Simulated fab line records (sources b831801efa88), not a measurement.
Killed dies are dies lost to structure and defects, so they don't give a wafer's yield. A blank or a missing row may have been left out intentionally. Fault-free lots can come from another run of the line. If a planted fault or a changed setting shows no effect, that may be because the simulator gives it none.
Which tool was responsible? :: flow gf180mcu :: 12 lots with 36 wafers sampled at 5 steps, on a route of 602 steps

== WHAT THE GAUGES READ, wafer by wafer ==
GF_POLY_GATE_THK_MEAS_01. Usual: for POLY_GATE_CVD_00_THK the level is 199.3 nm and the standard deviation is 1.5.
lot: L527
measured: day 9 03:55
on: filmMetro-01
POLY_GATE_CVD_00_THK (nm): 201.9 202.0 201.4
flag: 

lot: L528
measured: day 9 06:55
on: filmMetro-04
POLY_GATE_CVD_00_THK (nm): 199.7 196.9 198.8
flag: 

lot: L530
measured: day 9 18:29
on: filmMetro-04
POLY_GATE_CVD_00_THK (nm): 200.6 200.1 201.3
flag: 

lot: L532
measured: day 10 13:53
on: filmMetro-03
POLY_GATE_CVD_00_THK (nm): 200.7 199.0 201.7
flag: 

lot: L533
measured: day 10 19:23
on: filmMetro-03
POLY_GATE_CVD_00_THK (nm): 197.6 197.3 199.7
flag: 

lot: L534
measured: day 10 23:33
on: filmMetro-03
POLY_GATE_CVD_00_THK (nm): 199.8 198.8 199.3
flag: 

lot: L535
measured: day 11 05:14
on: filmMetro-03
POLY_GATE_CVD_00_THK (nm): 198.6 197.3 197.1
flag: 

lot: L536
measured: day 11 07:02
on: filmMetro-01
POLY_GATE_CVD_00_THK (nm): 199.0 198.4 197.7
flag: 

lot: L544
measured: day 13 16:41
on: filmMetro-01
POLY_GATE_CVD_00_THK (nm): 202.4 208.4 213.9
flag: OFF

lot: L545
measured: day 13 22:31
on: filmMetro-03
POLY_GATE_CVD_00_THK (nm): 198.1 199.4 198.0
flag: 

lot: L546
measured: day 14 05:16
on: filmMetro-03
POLY_GATE_CVD_00_THK (nm): 199.9 199.7 199.3
flag: 

lot: L547
measured: day 14 14:11
on: filmMetro-01
POLY_GATE_CVD_00_THK (nm): 200.8 199.6 199.8
flag: 

GF_POLY_GATE_CD_MEAS_18. Usual: cdNm at 280.9 nm, with a standard deviation of 2.2.
lot: L527
measured: day 10 00:32
on: cdSem-01
cdNm (nm): 278.1 275.5 279.9
flag: 

lot: L528
measured: day 10 03:08
on: cdSem-01
cdNm (nm): 281.2 280.8 283.7
flag: 

lot: L530
measured: day 10 13:58
on: cdSem-01
cdNm (nm): 277.6 280.3 281.0
flag: 

lot: L532
measured: day 11 09:53
on: cdSem-01
cdNm (nm): 279.1 282.5 278.5
flag: 

lot: L533
measured: day 11 16:22
on: cdSem-01
cdNm (nm): 282.0 279.3 278.5
flag: 

lot: L534
measured: day 11 21:00
on: cdSem-01
cdNm (nm): 285.9 281.6 280.2
flag: 

lot: L535
measured: day 12 01:38
on: cdSem-02
cdNm (nm): 278.9 276.3 276.3
flag: 

lot: L536
measured: day 12 03:48
on: cdSem-01
cdNm (nm): 280.5 281.4 282.3
flag: 

lot: L544
measured: day 14 16:29
on: cdSem-01
cdNm (nm): 282.4 278.1 278.8
flag: 

lot: L545
measured: day 14 21:28
on: cdSem-02
cdNm (nm): 280.6 279.4 280.5
flag: 

lot: L546
measured: day 15 03:37
on: cdSem-01
cdNm (nm): 279.5 281.4 281.6
flag: 

lot: L547
measured: day 15 13:22
on: cdSem-01
cdNm (nm): 282.0 280.7 280.1
flag: 

== WHAT TOOL EACH LOT RAN ON (gives the tool, then ch and the chambers of the sampled wafers, and finally the start) ==
lot: L527
GF_DUAL_GATE_STRIP_13: plasmaAsher-02 ch 0,1, day 9 00:51
GF_POLY_GATE_CVD_00: lpcvd-02 ch 1, day 9 02:34
GF_POLY_GATE_ETCH_12: rieDiel-03 ch 1,2,3, day 9 21:52

lot: L528
GF_DUAL_GATE_STRIP_13: plasmaAsher-01 ch 0,1, day 9 02:29
GF_POLY_GATE_CVD_00: lpcvd-01 ch 0, day 9 04:55
GF_POLY_GATE_ETCH_12: rieDiel-03 ch 0,2,3, day 10 00:51

lot: L530
GF_DUAL_GATE_STRIP_13: plasmaAsher-02 ch 0,1, day 9 15:28
GF_POLY_GATE_CVD_00: lpcvd-02 ch 1, day 9 17:10
GF_POLY_GATE_ETCH_12: rieDiel-03 ch 1,2,3, day 10 12:24

lot: L532
GF_DUAL_GATE_STRIP_13: plasmaAsher-01 ch 0,1, day 10 09:00
GF_POLY_GATE_CVD_00: lpcvd-01 ch 1, day 10 12:34
GF_POLY_GATE_ETCH_12: rieDiel-03 ch 0,1,3, day 11 08:19

lot: L533
GF_DUAL_GATE_STRIP_13: plasmaAsher-02 ch 1, day 10 14:54
GF_POLY_GATE_CVD_00: lpcvd-01 ch 1, day 10 18:04
GF_POLY_GATE_ETCH_12: rieDiel-03 ch 1,3, day 11 13:55

lot: L534
GF_DUAL_GATE_STRIP_13: plasmaAsher-01 ch 0,1, day 10 19:57
GF_POLY_GATE_CVD_00: lpcvd-02 ch 0, day 10 22:13
GF_POLY_GATE_ETCH_12: rieDiel-02 ch 0,2,3, day 11 18:22

lot: L535
GF_DUAL_GATE_STRIP_13: plasmaAsher-01 ch 0,1, day 11 00:55
GF_POLY_GATE_CVD_00: lpcvd-01 ch 0, day 11 03:55
GF_POLY_GATE_ETCH_12: rieDiel-04 ch 0,2,3, day 12 00:04

lot: L536
GF_DUAL_GATE_STRIP_13: plasmaAsher-04 ch 0,1, day 11 03:45
GF_POLY_GATE_CVD_00: lpcvd-02 ch 0, day 11 05:42
GF_POLY_GATE_ETCH_12: rieDiel-02 ch 0,2,3, day 12 01:55

lot: L544
GF_DUAL_GATE_STRIP_13: plasmaAsher-04 ch 0,1, day 13 13:21
GF_POLY_GATE_CVD_00: lpcvd-01 ch 0, day 13 15:21
GF_POLY_GATE_ETCH_12: rieDiel-04 ch 1,2,3, day 14 13:13

lot: L545
GF_DUAL_GATE_STRIP_13: plasmaAsher-04 ch 0,1, day 13 19:28
GF_POLY_GATE_CVD_00: lpcvd-02 ch 1, day 13 21:10
GF_POLY_GATE_ETCH_12: rieDiel-04 ch 0,2, day 14 19:54

lot: L546
GF_DUAL_GATE_STRIP_13: plasmaAsher-01 ch 0,1, day 14 02:13
GF_POLY_GATE_CVD_00: lpcvd-02 ch 1, day 14 03:55
GF_POLY_GATE_ETCH_12: rieDiel-02 ch 2,3, day 15 02:03

lot: L547
GF_DUAL_GATE_STRIP_13: plasmaAsher-01 ch 0,1, day 14 09:35
GF_POLY_GATE_CVD_00: lpcvd-02 ch 0, day 14 12:50
GF_POLY_GATE_ETCH_12: rieDiel-03 ch 0,3, day 15 11:45
- GF_DUAL_GATE_STRIP_13: strips in O2/N2.
- GF_POLY_GATE_CVD_00: deposits poly-Si, target thk 200 nm, time 1200 s.
- GF_POLY_GATE_ETCH_12: etches BARC in N2/H2.

== AS READ BY THE TOOLS THEMSELVES (means over the sampled wafers that have a number; for cases with no such wafer, the mark the record gives instead) ==
GF_DUAL_GATE_STRIP_13. Usual: drypumpMotorCurrentA 5.6 A, standard deviation 0.55; heaterPowerW 307 W, standard deviation 19; oesProductAu 0.716 a.u., standard deviation 0.005; stripTimeToEndpointS 12.64 s, standard deviation 0.035.
lot: L527
tool: plasmaAsher-02
drypumpMotorCurrentA (A): 5.5
heaterPowerW (W): 312
oesProductAu (a.u.): 0.718
stripTimeToEndpointS (s): 12.62
flag: 

lot: L528
tool: plasmaAsher-01
drypumpMotorCurrentA (A): 5.6
heaterPowerW (W): 308
oesProductAu (a.u.): 0.716
stripTimeToEndpointS (s): 12.61
flag: 

lot: L530
tool: plasmaAsher-02
drypumpMotorCurrentA (A): 5.5
heaterPowerW (W): 312
oesProductAu (a.u.): 0.722
stripTimeToEndpointS (s): 12.65
flag: 

lot: L532
tool: plasmaAsher-01
drypumpMotorCurrentA (A): 5.6
heaterPowerW (W): 306
oesProductAu (a.u.): 0.713
stripTimeToEndpointS (s): 12.69
flag: 

lot: L533
tool: plasmaAsher-02
drypumpMotorCurrentA (A): 5.8
heaterPowerW (W): 304
oesProductAu (a.u.): 0.709
stripTimeToEndpointS (s): 12.61
flag: 

lot: L534
tool: plasmaAsher-01
drypumpMotorCurrentA (A): 5.6
heaterPowerW (W): 303
oesProductAu (a.u.): 0.716
stripTimeToEndpointS (s): 12.61
flag: 

lot: L535
tool: plasmaAsher-01
drypumpMotorCurrentA (A): 5.3
heaterPowerW (W): 304
oesProductAu (a.u.): 0.718
stripTimeToEndpointS (s): 12.62
flag: 

lot: L536
tool: plasmaAsher-04
drypumpMotorCurrentA (A): 5.8
heaterPowerW (W): 297
oesProductAu (a.u.): 0.718
stripTimeToEndpointS (s): 12.69
flag: 

lot: L544
tool: plasmaAsher-04
drypumpMotorCurrentA (A): 6.1
heaterPowerW (W): 318
oesProductAu (a.u.): 0.716
stripTimeToEndpointS (s): 12.65
flag: 

lot: L545
tool: plasmaAsher-04
drypumpMotorCurrentA (A): 5.8
heaterPowerW (W): 291
oesProductAu (a.u.): 0.717
stripTimeToEndpointS (s): 12.60
flag: 

lot: L546
tool: plasmaAsher-01
drypumpMotorCurrentA (A): 5.3
heaterPowerW (W): 302
oesProductAu (a.u.): 0.717
stripTimeToEndpointS (s): 12.65
flag: 

lot: L547
tool: plasmaAsher-01
drypumpMotorCurrentA (A): 5.3
heaterPowerW (W): 302
oesProductAu (a.u.): 0.714
stripTimeToEndpointS (s): 12.61
flag: 

GF_POLY_GATE_CVD_00. Usual: spikeTcCentreC 620.3 C, standard deviation 1.2; zonePowerCentrePct 9.0 %, standard deviation 0.52; zonePowerLowerPct 9.2 %, standard deviation 0.43.
lot: L527
tool: lpcvd-02
spikeTcCentreC (C): 619.6
zonePowerCentrePct (%): 8.4
zonePowerLowerPct (%): 9.1
flag: 

lot: L528
tool: lpcvd-01
spikeTcCentreC (C): 618.8
zonePowerCentrePct (%): 9.6
zonePowerLowerPct (%): 9.0
flag: 

lot: L530
tool: lpcvd-02
spikeTcCentreC (C): 620.5
zonePowerCentrePct (%): 8.5
zonePowerLowerPct (%): 8.9
flag: 

lot: L532
tool: lpcvd-01
spikeTcCentreC (C): 621.2
zonePowerCentrePct (%): 9.4
zonePowerLowerPct (%): 9.8
flag: 

lot: L533
tool: lpcvd-01
spikeTcCentreC (C): 621.1
zonePowerCentrePct (%): 9.3
zonePowerLowerPct (%): 10.0
flag: 

lot: L534
tool: lpcvd-02
spikeTcCentreC (C): 620.7
zonePowerCentrePct (%): 8.5
zonePowerLowerPct (%): 9.0
flag: 

lot: L535
tool: lpcvd-01
spikeTcCentreC (C): 619.6
zonePowerCentrePct (%): 9.6
zonePowerLowerPct (%): 9.0
flag: 

lot: L536
tool: lpcvd-02
spikeTcCentreC (C): 621.4
zonePowerCentrePct (%): 8.5
zonePowerLowerPct (%): 9.0
flag: 

lot: L544
tool: lpcvd-01
spikeTcCentreC (C): 636.9
zonePowerCentrePct (%): 12.7
zonePowerLowerPct (%): 7.6
flag: OFF

lot: L545
tool: lpcvd-02
spikeTcCentreC (C): 620.5
zonePowerCentrePct (%): 8.4
zonePowerLowerPct (%): 9.0
flag: 

lot: L546
tool: lpcvd-02
spikeTcCentreC (C): 620.0
zonePowerCentrePct (%): 8.5
zonePowerLowerPct (%): 9.0
flag: 

lot: L547
tool: lpcvd-02
spikeTcCentreC (C): 620.6
zonePowerCentrePct (%): 8.5
zonePowerLowerPct (%): 9.1
flag: 

GF_POLY_GATE_ETCH_12. Usual: drypumpMotorCurrentA 5.8 A, standard deviation 0.4; oesProductAu 0.735 a.u., standard deviation 0.0047; throttleValvePct 13.215 %, standard deviation 0.0086.
lot: L527
tool: rieDiel-03
drypumpMotorCurrentA (A): 5.6
oesProductAu (a.u.): 0.737
throttleValvePct (%): 13.215
flag: 

lot: L528
tool: rieDiel-03
drypumpMotorCurrentA (A): 5.4
oesProductAu (a.u.): 0.731
throttleValvePct (%): 13.208
flag: 

lot: L530
tool: rieDiel-03
drypumpMotorCurrentA (A): 5.6
oesProductAu (a.u.): 0.736
throttleValvePct (%): 13.214
flag: 

lot: L532
tool: rieDiel-03
drypumpMotorCurrentA (A): 5.7
oesProductAu (a.u.): 0.736
throttleValvePct (%): 13.222
flag: 

lot: L533
tool: rieDiel-03
drypumpMotorCurrentA (A): 5.7
oesProductAu (a.u.): 0.735
throttleValvePct (%): 13.218
flag: 

lot: L534
tool: rieDiel-02
drypumpMotorCurrentA (A): 6.0
oesProductAu (a.u.): 0.734
throttleValvePct (%): 13.213
flag: 

lot: L535
tool: rieDiel-04
drypumpMotorCurrentA (A): 5.8
oesProductAu (a.u.): 0.734
throttleValvePct (%): 13.213
flag: 

lot: L536
tool: rieDiel-02
drypumpMotorCurrentA (A): 6.1
oesProductAu (a.u.): 0.737
throttleValvePct (%): 13.213
flag: 

lot: L544
tool: rieDiel-04
drypumpMotorCurrentA (A): 6.0
oesProductAu (a.u.): 0.733
throttleValvePct (%): 13.206
flag: 

lot: L545
tool: rieDiel-04
drypumpMotorCurrentA (A): 5.4
oesProductAu (a.u.): 0.738
throttleValvePct (%): 13.222
flag: 

lot: L546
tool: rieDiel-02
drypumpMotorCurrentA (A): 5.9
oesProductAu (a.u.): 0.732
throttleValvePct (%): 13.219
flag: 

lot: L547
tool: rieDiel-03
drypumpMotorCurrentA (A): 5.6
oesProductAu (a.u.): 0.733
throttleValvePct (%): 13.218
flag: 

== THE ANSWER, worked out from the rows above alone ==
Rule: a lot counts as off when the mean over its wafers that have a number is more than 3 standard deviations away from the usual mean. A lot without any number at a reading at which 4 lots or more have one is off too. All remaining lots with rows at the step are treated as sound. After the gauges, taken in route order, come the tools' own readings; for these a lot's mean is taken, as printed above. At the first step where some lot is off, the reading lying furthest off is the one used; lots without a number count as furthest.
Off: L544, at GF_POLY_GATE_THK_MEAS_01 (POLY_GATE_CVD_00_THK).
If a tool, at a process step before that reading, ran all the lots that are off and no sound lot after the first of them, it fits. Not tried: the gauges at GF_POLY_GATE_THK_MEAS_01; whatever is off there is also off at GF_POLY_GATE_CVD_00, on other tools, and gauge error can't account for it. One candidate fits, namely lpcvd-01 at GF_POLY_GATE_CVD_00. A fault onset in the window from L535 (day 11 03:55, its last sound lot) to L544 (day 13 15:21, its first lot off) fits.
The tool's own readings at GF_POLY_GATE_CVD_00 bear it out: on the lots that are off they differ by more than 5 times the standard deviation of the sound lots' means. spikeTcCentreC reads 636.9 C there against 620.4 C on the sound lots; zonePowerCentrePct reads 12.7 % there against 8.8 % on the sound lots.

== WHAT WAS PUT IN BY THE SIMULATOR ==
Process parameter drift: lpcvd-01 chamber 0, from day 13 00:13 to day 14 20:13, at GF_POLY_GATE_CVD_00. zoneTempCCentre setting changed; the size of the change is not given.
Struck lots among those shown: L544. Same finding as the rule above.
